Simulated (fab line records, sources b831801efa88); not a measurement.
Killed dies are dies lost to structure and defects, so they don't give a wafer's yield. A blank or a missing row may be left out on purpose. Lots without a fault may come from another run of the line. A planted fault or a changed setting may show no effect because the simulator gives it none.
fab line records | flow sky130
record lots=6 wafers=18 last_day=49
route steps=708 shown SONOS_TUNNEL@156 SONOS_ONO@168 PAD_OPEN@708
lots that met no fault: from a run of the same line without faults
start_h: hours from the record's first day to the start of the lot's first wafer shown | wait_h: hours since the lot's step before | " the same as in the row above | L1.1+2: a row that stands for several wafers | - no value, or no start given | * or withheld: withheld | < > ~ a bound
route shown NAME@n: a module of which the file shows steps, and the number in the route of the first | usual: mean/standard deviation of fault-free wafers | same: alike in all rows | chamber/n: place in a boat | sites: the reading at each site | _std_site: their standard deviation | _edge_site: outer sites' mean less inner sites' | radius_mm: how far each site lies from the wafer's centre | mask NAME#n: copy n | behind: the tool/chamber that last shaped the wafer | hold: why the lot was held/for how many hours/how that ended | device: the transistor (n, p or np) that didn't switch | end of line: the same wafers' tests at the end of the route | a step without rows: its recipe alone | killed: dies lost to structure and defects at the first sort, not the wafer's yield | map: a wafer's dies, x killed, . not, _ none there
set.NAME: the setting as run; set.NAME@STEP: as run at that earlier step | model.NAME: the simulator's own value behind a step, which no gauge read
lots at some steps of the route; a table a step, a row a wafer
services: from which hour (start_h, from the record's first day; less than 0 if before it) a tool's chamber was out of use, for how many hours, and why
## steps
# step SKY_SONOS_TUNNEL_COAT_02
# recipe resist=NOVOLAK spin_rpm=3000 resist_thk_nm=1140
# step SKY_SONOS_TUNNEL_SOFTBAKE_03
# recipe temp_c=90 time_s=60 resist=NOVOLAK
# step SKY_SONOS_TUNNEL_EXPOSE_04
# recipe mask_id=TUNM na=0.6 source_shape=conventional sigma_outer=0.6 polarization=unpolarized target_cd_nm=410 dose_mj=136
# step SKY_SONOS_TUNNEL_PEB_05
# recipe temp_c=withheld time_s=* resist=NOVOLAK
# step SKY_SONOS_TUNNEL_DEVELOP_06
# recipe resist=NOVOLAK developer=TMAH develop_time_s=60 dev_temp_c=23
# step SKY_SONOS_TUNNEL_CD_MEAS_07
# recipe target_cd_nm=410
# usual cd_nm=409.7/2.3
# columns lot.wafer tool chamber start_h wait_h cd_nm
L581.3 cd_sem-02 - 307.07 0.1 411.2
L581.5 " - " " 412.8
L581.6 " - " " 415.3
L582.1 cd_sem-01 - 314.84 0.1 407.1
L582.3 " - " " 407.8
L582.4 " - " " 409.1
L589.2 cd_sem-01 - 372.54 0.1 409.3
L589.3 " - " " 407.6
L589.6 " - " " 407.6
L590.1 cd_sem-01 - 381.94 0.1 412.6
L590.2 " - " " 411.5
L590.4 " - " " 410.9
L591.1 cd_sem-01 - 389.24 0.1 409.5
L591.4 " - " " 407.4
L591.5 " - " " 408.1
L592.2 cd_sem-01 - 398.69 0.1 408.9
L592.5 " - " " 410.1
L592.6 " - " " 407.6
# step SKY_SONOS_TUNNEL_OVL_MEAS_08
# usual SONOS_TUNNEL_OVL=0.2/1.2
# columns lot.wafer tool chamber start_h wait_h SONOS_TUNNEL_OVL[nm]
L581.3 overlay-02 - 307.16 0.1 0.2
L581.5 " - " " 1.8
L581.6 " - " " 1.0
L582.1 overlay-02 - 314.96 0.1 0.7
L582.3 " - " " 0.1
L582.4 " - " " 1.8
L589.2 overlay-02 - 372.65 0.1 -0.5
L589.3 " - " " 0.7
L589.6 " - " " -1.3
L590.1 overlay-01 - 382.06 0.1 0.3
L590.2 " - " " 0.4
L590.4 " - " " 0.4
L591.1 overlay-01 - 389.36 0.1 1.0
L591.4 " - " " 1.3
L591.5 " - " " 0.7
L592.2 overlay-01 - 398.80 0.1 0.4
L592.5 " - " " 2.4
L592.6 " - " " 0.5
# step SKY_SONOS_TUNNEL_IMPLANT_09
# recipe species=B energy_kev=20.14 dose_cm2=1e+12 tilt_deg=withheld
# step SKY_SONOS_TUNNEL_WET_ETCH_10
# recipe chemistry=dHF target_depth_nm=14 target=SiO2 dilution=100:1 temp_c=25 time_s=280
# step SKY_SONOS_TUNNEL_STRIP_11
# recipe chemistry=SPM time_s=600 temp_c=130
# step SKY_SONOS_TUNNEL_TW_MEAS_12
# usual SONOS_TUNNEL_TW=197.0/2
# columns lot.wafer tool chamber start_h wait_h SONOS_TUNNEL_TW
L581.3 film_metro-03 - 307.63 0.0 195.6
L581.5 " - " " 194.8
L581.6 " - " " 195.2
L582.1 film_metro-04 - 315.41 0.0 199.7
L582.3 " - " " 199.7
L582.4 " - " " 198.8
L589.2 film_metro-04 - 373.12 0.0 198.9
L589.3 " - " " 199.5
L589.6 " - " " 199.5
L590.1 film_metro-04 - 382.55 0.0 199.5
L590.2 " - " " 200.8
L590.4 " - " " 200.2
L591.1 film_metro-03 - 389.82 0.0 194.3
L591.4 " - " " 194.6
L591.5 " - " " 195.1
L592.2 film_metro-01 - 399.35 0.0 198.2
L592.5 " - " " 198.1
L592.6 " - " " 198.7
# step SKY_SONOS_TUNNEL_CLEAN_13
# recipe chemistry=dHF time_s=20 dilution=100:1 dry=ipa_marangoni
# step SKY_SONOS_ONO_OXIDATION_00
# recipe temp_c=800 ambient=O2 idle_temp_c=700 ramp_up_c_per_min=10 ramp_down_c_per_min=3 stabilise_s=600 purge_s=300 target_thk_a=26 ox_time_s=1249
# usual spike_tc_centre_C=800.7/0.95 spike_tc_lower_C=800.9/1.5 spike_tc_upper_C=800.5/1.2 tube_center_temp_C=800/0.077 tube_center_temp_C_max=802.1/0.34
# columns lot.wafer tool chamber start_h wait_h spike_tc_centre_C spike_tc_lower_C spike_tc_upper_C tube_center_temp_C tube_center_temp_C_max model.SiO2_of_SONOS_ONO_OXIDATION_00.thk_nm
L581.3 furnace-02 0 310.22 2.5 800.7 800.5 801.1 799.92 801.5 2.494
L581.5 " 0 " " 801.6 801.6 802.3 799.84 802.0 2.52
L581.6 " 0 " " 800.3 802.1 800.8 799.86 801.9 2.538
L582.1 furnace-01 0 316.06 0.6 801.3 799.7 798.9 800.02 801.9 2.649
L582.3 " 0 " " 800.8 801.6 800.8 799.95 802.3 2.65
L582.4 " 0 " " 800.0 801.4 801.2 799.96 803.4 2.637
L589.2 furnace-02 0 378.42 5.2 796.0 795.1 794.5 793.37 795.2 2.305
L589.3 " 0 " " 794.3 796.0 796.2 793.18 795.1 2.292
L589.6 " 0 " " 794.9 793.3 794.6 793.41 795.5 2.344
L590.1 furnace-02 0 384.18 1.6 793.6 794.7 793.7 793.33 795.4 2.252
L590.2 " 0 " " 792.8 794.8 793.8 793.36 796.2 2.288
L590.4 " 0 " " 795.2 794.8 793.8 793.44 795.4 2.291
L591.1 furnace-01 0 390.54 0.6 801.9 799.7 798.5 799.9 801.9 2.681
L591.4 " 0 " " 801.7 799.5 799.0 799.95 802.8 2.692
L591.5 " 0 " " 801.3 800.5 797.8 800.04 802.1 2.644
L592.2 furnace-01 0 400.29 0.9 800.9 801.4 799.5 799.99 801.9 2.654
L592.5 " 0 " " 799.6 798.8 798.2 799.98 802.5 2.654
L592.6 " 0 " " 800.7 799.8 798.8 800.01 802.0 2.661
# step SKY_SONOS_ONO_THK_MEAS_01
# recipe reads=SiO2_of_SONOS_ONO_OXIDATION_00
# usual SONOS_ONO_OXIDATION_THK=2.59/0.071
# columns lot.wafer tool chamber start_h wait_h SONOS_ONO_OXIDATION_THK[nm]
L581.3 film_metro-04 - 311.59 0.0 2.48
L581.5 " - " " 2.61
L581.6 " - " " 2.57
L582.1 film_metro-04 - 317.41 0.0 2.67
L582.3 " - " " 2.56
L582.4 " - " " 2.63
L589.2 film_metro-01 - 379.77 0.0 2.28
L589.3 " - " " 2.25
L589.6 " - " " 2.41
L590.1 film_metro-02 - 385.53 0.0 2.23
L590.2 " - " " 2.29
L590.4 " - " " 2.34
L591.1 film_metro-01 - 391.88 0.0 2.71
L591.4 " - " " 2.66
L591.5 " - " " 2.56
L592.2 film_metro-02 - 401.65 0.0 2.68
L592.5 " - " " 2.62
L592.6 " - " " 2.68
# step SKY_SONOS_ONO_CVD_02
# recipe material=Si3N4 precursor=DCS/NH3 target_thk_nm=10.5 temp_c=770 time_s=180 pressure_mtorr=250
# step SKY_PAD_OPEN_PROBE_99
# usual killed_at_M0_to_M3=43/7.7 killed_at_M4_up=3.4/1.9 killed_at_contacts=25/5.6 killed_at_front_end=14/4.3 killed_at_other=0.2/0.5 killed_dies=86/10 killed_open=47/7.2 killed_short=39/6.7
# same gross_dies=492 killed_at_back_side=0
# columns lot.wafer tool chamber start_h wait_h killed_at_M0_to_M3 killed_at_M4_up killed_at_contacts killed_at_front_end killed_at_other killed_dies killed_open killed_short model.etest.cap_ono.gate_log10_a_cm2 model.etest.cap_ono.tox_acc_nm model.etest.sonos_erased.vt_v model.etest.sonos_baked.vt_less_v
L581.3 prober-01 - 1128.20 0.2 40 0 17 13 0 70 32 38 -7.933 12.89 -2.352 -0.5501
L581.5 prober-01 - 1128.30 0.2 50 3 28 19 0 100 48 52 -7.96 12.88 -2.313 -0.5412
L581.6 prober-01 - 1128.35 0.2 30 4 27 17 0 78 45 33 -8.103 12.97 -2.271 -0.5495
L582.1 prober-02 - 1129.54 0.1 37 2 16 13 1 69 35 34 -8.038 12.94 -2.27 -0.5059
L582.3 prober-02 - 1129.64 0.2 40 4 25 13 0 82 57 25 -7.976 12.81 -2.264 -0.5024
L582.4 prober-02 - 1129.69 0.2 30 5 23 9 0 67 36 31 -7.885 12.87 -2.287 -0.4663
L589.2 prober-02 - 1174.95 0.1 59 6 24 15 0 104 49 55 -7.672 12.63 -2.454 -0.5976
L589.3 prober-02 - 1175.00 0.2 50 2 22 20 0 94 54 40 -7.683 12.66 -2.428 -0.6204
L589.6 prober-02 - 1175.15 0.2 49 0 28 11 1 89 50 39 -7.501 12.6 -2.427 -0.5787
L591.1 prober-01 - 1178.00 0.1 48 6 23 22 1 100 44 56 -8.13 13.09 -2.211 -0.4789
L591.4 prober-01 - 1178.15 0.2 35 2 24 18 0 79 38 41 -8.05 13.01 -2.176 -0.4524
L591.5 prober-01 - 1178.20 0.2 43 8 28 8 1 88 48 40 -7.914 12.93 -2.27 -0.49
L590.1 prober-01 - 1179.50 0.1 54 3 13 17 3 90 42 48 -7.356 12.46 -2.47 -0.649
L590.2 prober-01 - 1179.55 0.1 44 2 20 15 0 81 39 42 -7.564 12.6 -2.458 -0.602
L590.4 prober-01 - 1179.65 0.2 46 6 20 14 0 86 47 39 -7.55 12.64 -2.42 -0.5397
L592.2 prober-02 - 1185.26 0.1 27 5 34 13 0 79 45 34 -7.663 12.74 -2.323 -0.57
L592.5 prober-02 - 1185.41 0.2 37 2 37 15 1 92 56 36 -7.707 12.69 -2.36 -0.5467
L592.6 prober-02 - 1185.46 0.2 32 2 29 19 0 82 44 38 -7.882 12.86 -2.279 -0.5463
# killed by level:class
L581.3 VIA1:geometric_particle:open=10 CONTACT:geometric_particle:short=6 METAL1:geometric_particle:short=6 METAL2:geometric_particle:short=6 FIELD_ISO:geometric_particle:short=5 CONTACT:geometric_particle:open=4 VIA1:geometric_particle:short=4 FIELD_ISO:geometric_particle:open=3
L581.5 FIELD_ISO:geometric_particle:short=9 METAL1:geometric_particle:short=9 VIA1:geometric_particle:open=8 CONTACT:geometric_particle:open=8 CONTACT:geometric_particle:short=8 VIA2:geometric_particle:open=8 LI_CONTACT:geometric_particle:open=6 VIA3:geometric_particle:open=6
L581.6 CONTACT:geometric_particle:open=10 LI_CONTACT:geometric_particle:open=8 LOCAL_INTERCONNECT:geometric_particle:short=7 POLY_GATE:geometric_particle:short=6 VIA1:geometric_particle:open=6 VIA2:geometric_particle:open=6 FIELD_ISO:geometric_particle:open=5 VIA3:geometric_particle:open=5
L582.1 VIA1:geometric_particle:open=11 FIELD_ISO:geometric_particle:short=5 METAL2:geometric_particle:short=5 LI_CONTACT:geometric_particle:open=5 METAL1:geometric_particle:short=5 CONTACT:geometric_particle:open=5 VIA3:geometric_particle:open=5 VIA1:geometric_particle:short=4
L582.3 VIA1:geometric_particle:open=18 CONTACT:geometric_particle:open=9 LI_CONTACT:geometric_particle:open=6 FIELD_ISO:geometric_particle:open=5 VIA2:geometric_particle:open=4 LOCAL_INTERCONNECT:geometric_particle:short=4 METAL1:geometric_particle:short=4 FIELD_ISO:geometric_particle:short=3
L582.4 VIA1:geometric_particle:open=9 LI_CONTACT:geometric_particle:open=6 METAL4:geometric_particle:short=5 LOCAL_INTERCONNECT:geometric_particle:short=5 CONTACT:geometric_particle:open=5 FIELD_ISO:geometric_particle:open=4 VIA3:geometric_particle:open=4 CONTACT:geometric_particle:short=4
L589.2 VIA1:geometric_particle:open=14 METAL2:geometric_particle:short=11 CONTACT:geometric_particle:open=7 METAL1:geometric_particle:short=7 CONTACT:geometric_particle:short=6 FIELD_ISO:geometric_particle:open=5 METAL4:geometric_particle:short=5 LI_CONTACT:geometric_particle:open=5
L589.3 VIA1:geometric_particle:open=15 CONTACT:geometric_particle:open=8 METAL2:geometric_particle:short=8 VIA1:geometric_particle:short=7 VIA2:geometric_particle:open=7 FIELD_ISO:geometric_particle:open=6 POLY_GATE:geometric_particle:short=6 VIA3:geometric_particle:open=6
L589.6 CONTACT:geometric_particle:open=16 VIA1:geometric_particle:open=9 VIA3:geometric_particle:open=7 CONTACT:geometric_particle:short=6 VIA2:geometric_particle:short=5 VIA2:geometric_particle:open=5 METAL3:geometric_particle:short=5 METAL2:geometric_particle:short=5
L591.1 FIELD_ISO:geometric_particle:short=8 CONTACT:geometric_particle:open=8 METAL1:geometric_particle:short=8 FIELD_ISO:geometric_particle:open=7 VIA2:geometric_particle:open=7 VIA1:geometric_particle:open=7 VIA2:geometric_particle:short=7 LI_CONTACT:geometric_particle:open=6
L591.4 CONTACT:geometric_particle:open=12 POLY_GATE:geometric_particle:short=7 METAL1:geometric_particle:short=7 VIA2:geometric_particle:open=6 LI_CONTACT:geometric_particle:open=5 CONTACT:geometric_particle:short=5 VIA1:geometric_particle:short=5 VIA1:geometric_particle:open=5
L591.5 VIA1:geometric_particle:open=12 CONTACT:geometric_particle:open=10 VIA3:geometric_particle:open=8 LI_CONTACT:geometric_particle:open=7 VIA1:geometric_particle:short=7 METAL1:geometric_particle:short=6 METAL4:geometric_particle:short=6 METAL2:geometric_particle:short=4
L590.1 METAL1:geometric_particle:short=12 VIA3:geometric_particle:open=7 VIA1:geometric_particle:open=7 VIA3:geometric_particle:short=6 METAL2:geometric_particle:short=6 VIA1:geometric_particle:short=5 FIELD_ISO:geometric_particle:open=4 POLY_GATE:geometric_particle:open=4
L590.2 VIA2:geometric_particle:open=7 VIA1:geometric_particle:open=7 LI_CONTACT:geometric_particle:open=6 LOCAL_INTERCONNECT:geometric_particle:short=6 VIA3:geometric_particle:open=5 METAL1:geometric_particle:short=5 POLY_GATE:geometric_particle:open=4 CONTACT:geometric_particle:open=4
L590.4 CONTACT:geometric_particle:open=9 VIA1:geometric_particle:open=9 FIELD_ISO:geometric_particle:open=7 VIA3:geometric_particle:open=7 METAL1:geometric_particle:short=7 VIA2:geometric_particle:open=6 METAL2:geometric_particle:short=5 LOCAL_INTERCONNECT:geometric_particle:short=4
L592.2 LI_CONTACT:geometric_particle:open=11 VIA1:geometric_particle:open=10 CONTACT:geometric_particle:short=7 CONTACT:geometric_particle:open=7 LOCAL_INTERCONNECT:geometric_particle:short=6 FIELD_ISO:geometric_particle:short=4 VIA2:geometric_particle:open=4 METAL2:geometric_particle:short=4
L592.5 CONTACT:geometric_particle:open=12 VIA1:geometric_particle:open=10 LI_CONTACT:geometric_particle:open=10 CONTACT:geometric_particle:short=7 VIA2:geometric_particle:open=6 FIELD_ISO:geometric_particle:open=4 LOCAL_INTERCONNECT:geometric_particle:short=4 METAL1:geometric_particle:short=4
L592.6 CONTACT:geometric_particle:open=10 CONTACT:geometric_particle:short=8 VIA1:geometric_particle:open=8 LI_CONTACT:geometric_particle:open=7 FIELD_ISO:geometric_particle:open=6 FIELD_ISO:geometric_particle:short=6 VIA2:geometric_particle:open=6 VIA3:geometric_particle:short=4
## services
# columns tool chamber start_h hours kind
furnace-02 - 327.36 3.0 pm
furnace-01 - 361.59 6.7 pm
furnace-02 - 368.94 5.1 pm
## key
first_sign step=SKY_SONOS_ONO_OXIDATION_00 reading=tube_center_temp_C direction=down sigmas=83 usual=* struck=*
effect step=SKY_SONOS_ONO_OXIDATION_00 reading=tube_center_temp_C_max direction=down sigmas=20 usual=* struck=*
effect step=SKY_SONOS_ONO_THK_MEAS_01 reading=SONOS_ONO_OXIDATION_THK direction=down sigmas=4.1 usual=2.59 struck=2.30
model_effect step=SKY_SONOS_ONO_OXIDATION_00 value=SiO2_of_SONOS_ONO_OXIDATION_00.thk_nm without=2.534 struck=2.295
model_effect step=SKY_PAD_OPEN_PROBE_99 value=etest.cap_ono.gate_log10_a_cm2 without=-7.863 struck=-7.554
met_at SKY_SONOS_ONO_OXIDATION_00
struck_wafers L589.2,L589.3,L589.6,L590.1,L590.2,L590.4
tester_left_out L589,L590
onset_between 310.22 378.42
fault kind=process_parameter_drift tool=furnace-02 chamber=- onset_h=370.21 steps=SKY_SONOS_ONO_OXIDATION_00 channel=temp_c offset=* shape=step end_h=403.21 acts_in=* stated=*
# tester_left_out: of these lots the tester's yield and bins aren't shown, on N5 and GAA mostly nor the transistor test; their killed dies are dies lost to structure and defects alone, not to doping, threshold or leakage, so they don't give the yield
